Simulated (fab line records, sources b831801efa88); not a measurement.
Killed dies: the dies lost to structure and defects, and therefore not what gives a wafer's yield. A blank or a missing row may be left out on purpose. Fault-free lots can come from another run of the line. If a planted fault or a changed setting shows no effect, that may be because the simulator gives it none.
What tool caused it? :: flow sky130 :: 6 lots (18 wafers sampled), 1 step of a 708-step route

WHAT THE GAUGES READ, wafer by wafer
SKY_METAL4_OVL_MEAS_14.
lot: L702
measured: day 42 13:46
on: overlay-02
METAL4_OVL (nm): -8 -7 -7

lot: L704
measured: day 43 00:19
on: overlay-01
METAL4_OVL (nm): -2 -2 2

lot: L710
measured: day 44 23:07
on: overlay-02
METAL4_OVL (nm): -2 -5 -3

lot: L713
measured: day 45 16:31
on: overlay-02
METAL4_OVL (nm): 5 12 19

lot: L717
measured: day 46 21:55
on: overlay-02
METAL4_OVL (nm): 0 9 7

lot: L723
measured: day 48 01:39
on: overlay-01
METAL4_OVL (nm): -5 -3 -1

TOOL THAT RAN EACH LOT (tool first, then ch and the chambers of the sampled wafers, then the start)
No process step before these readings appears in the record.

THE ANSWER, worked out from the rows above alone
Rule: the usual values come from the lots themselves. The widest of any qualifying gaps counts: lots, ordered by their means at a reading, are off when they make up no more than a third of the lots, leave a main group of 4 or more, and stand apart from it by 3 or more times the standard deviation of that group's means. Not used: any main group whose means are identical at the precision the tables above print for the reading. Also off: a lot with no number at a reading for which 4 or more lots have one. Where the step has rows for the other lots, those lots are counted as sound.
No lot is off at any reading shown: from this, nothing can be told.

WHAT WAS PUT IN BY THE SIMULATOR
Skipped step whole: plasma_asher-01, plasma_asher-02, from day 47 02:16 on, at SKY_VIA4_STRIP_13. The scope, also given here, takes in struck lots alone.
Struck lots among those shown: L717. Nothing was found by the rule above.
